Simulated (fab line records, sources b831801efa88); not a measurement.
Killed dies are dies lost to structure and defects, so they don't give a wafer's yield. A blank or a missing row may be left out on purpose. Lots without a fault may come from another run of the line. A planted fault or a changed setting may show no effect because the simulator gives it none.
A struck lot beside a sound one | flow sky130 | 17 steps out of a route of 708
Sound: wafers L310.2, L310.3, L310.6. Struck: wafers L328.1, L328.2, L328.5. The cause comes at the end.
At each step with rows: each side's tool, then ch and its chambers, then its first start. Under that, the readings that differ: sound wafers | struck wafers | difference of the means | sigmas: that difference in standard deviations of wafers without a fault.
alike: readings whose means differ by less than 2 such deviations, and words and numbers that are the same on both sides. not compared: withheld readings, readings that some wafer has no value for, bounds like >300 that may hide the same value, and numbers for which the record gives no deviation and whose values overlap.
The two part at a step that has a row with sigmas, a row that says differs or no value, or rows on one side only. Numbers that don't overlap but have no deviation are shown without sigmas and don't part them. A reading that every wafer of one side lacks parts them only if that side has two wafers or more.

SKY_VT_ADJUST_LVTN_OVL_MEAS_07:
  sound on overlay-02, day 6 20:25; struck on overlay-02, day 11 20:43
  alike: VT_ADJUST_LVTN_OVL
then, 1 step without rows for these wafers: SKY_VT_ADJUST_LVTN_IMPLANT_08.
SKY_VT_ADJUST_LVTN_STRIP_09: strips in O2/N2.
  sound on plasma_asher-04 ch 1, day 6 20:35; struck on plasma_asher-04 ch 0,1, day 11 20:55
  alike: drypump_motor_current_A, oes_product_au, strip_time_to_endpoint_s
  not compared: rf_hours_counter_h
SKY_VT_ADJUST_LVTN_TW_MEAS_10:
  sound on film_metro-02, day 6 20:42; struck on film_metro-02, day 11 21:01
  alike: VT_ADJUST_LVTN_TW
then, 7 steps without rows for these wafers: SKY_VT_ADJUST_LVTN_DEHYDRATE_11 (time 60 s); SKY_VT_ADJUST_LVTN_HMDS_12 (prime time 60 s); SKY_VT_ADJUST_LVTN_COAT_13 (resist thk 1140 nm); SKY_VT_ADJUST_LVTN_SOFTBAKE_14 (time 60 s); SKY_VT_ADJUST_LVTN_EXPOSE_15 (exposes mask HVN STD DERIVED, target cd 600 nm); SKY_VT_ADJUST_LVTN_PEB_16; SKY_VT_ADJUST_LVTN_DEVELOP_17 (develop time 60 s).
SKY_VT_ADJUST_LVTN_OVL_MEAS_18:
  sound on overlay-01, day 7 15:53; struck on overlay-02, day 12 21:34
  alike: VT_ADJUST_LVTN_01_OVL
SKY_VT_ADJUST_LVTN_IMPLANT_19:
  sound on implanter-03 ch 0, day 7 15:56; struck on implanter-03 ch 0, day 12 21:35
  reading            | sound                       | struck                        | difference | sigmas
  dose_ions_cm2      | 6.5e+11 6.497e+11 6.501e+11 | 4.812e+11 4.819e+11 4.813e+11 | -1.685e+11 | -99 or more
  faraday_current_uA | 3.69 3.60 3.58              | 2.66 2.63 2.77                | -0.94      | -13
SKY_VT_ADJUST_LVTN_STRIP_20: strips in O2/N2.
  sound on plasma_asher-04 ch 0,1, day 7 16:04; struck on plasma_asher-02 ch 0,1, day 12 21:44
  reading                      | sound             | struck            | difference | sigmas
  strip_time_to_endpoint_s (s) | 14.19 14.24 14.24 | 14.13 14.13 14.15 | -0.09      | -2
  alike: drypump_motor_current_A, oes_product_au
  not compared: rf_hours_counter_h
SKY_VT_ADJUST_LVTN_TW_MEAS_21:
  sound on film_metro-04, day 7 16:10; struck on film_metro-02, day 12 21:50
  reading             | sound             | struck            | difference | sigmas
  VT_ADJUST_LVTN_2_TW | 185.3 184.0 186.1 | 172.2 172.4 172.5 | -12.8      | -9
then, 1 step without rows for these wafers: SKY_VT_ADJUST_NCORE_DEHYDRATE_00 (time 60 s).
-- the record jumps here: 37 days lie between the struck wafers' starts before and after (it left off in module VT_ADJUST_NCORE and takes up again in module PAD_OPEN, whose first step shown is number 708 of the route) --
SKY_PAD_OPEN_PROBE_99:
  sound on prober-02, day 45 15:20; struck on prober-02, day 50 00:29
  reading                                    | sound                | struck               | difference | sigmas
  model.etest.res_pwell_under_gate.rs_ohm_sq | 2294 2289 2308       | 2330 2315 2341       | +32        |
  model.etest.nfet_g5v0d10v5.body_rise_v (V) | 0.6963 0.693 0.6951  | 0.6399 0.6461 0.6555 | -0.0476    |
  model.etest.nfet_16v.body_rise_v (V)       | 0.691 0.6874 0.6892  | 0.6345 0.644 0.6503  | -0.0463    |
  model.etest.nfet_g5v0d10v5.vt_sat_v (V)    | 0.7738 0.7707 0.7767 | 0.7396 0.7432 0.743  | -0.0318    |
  model.etest.nfet_g5v0d10v5.vt_v (V)        | 0.8332 0.83 0.8375   | 0.8001 0.8044 0.8035 | -0.0309    |
  alike: killed_at_M0_to_M3, killed_at_M4_up, killed_at_contacts, killed_at_front_end, killed_at_other, killed_dies, killed_open, killed_short

WHERE THEY PART
First at SKY_VT_ADJUST_LVTN_IMPLANT_19; last, within this record, at SKY_VT_ADJUST_LVTN_TW_MEAS_21. Later steps at which nothing parts them and some readings are alike: SKY_PAD_OPEN_PROBE_99.

WHY: what the simulator had put in
Process parameter drift: implanter-03, from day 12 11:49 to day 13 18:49, at SKY_VT_ADJUST_LVTN_IMPLANT_19. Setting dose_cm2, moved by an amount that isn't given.
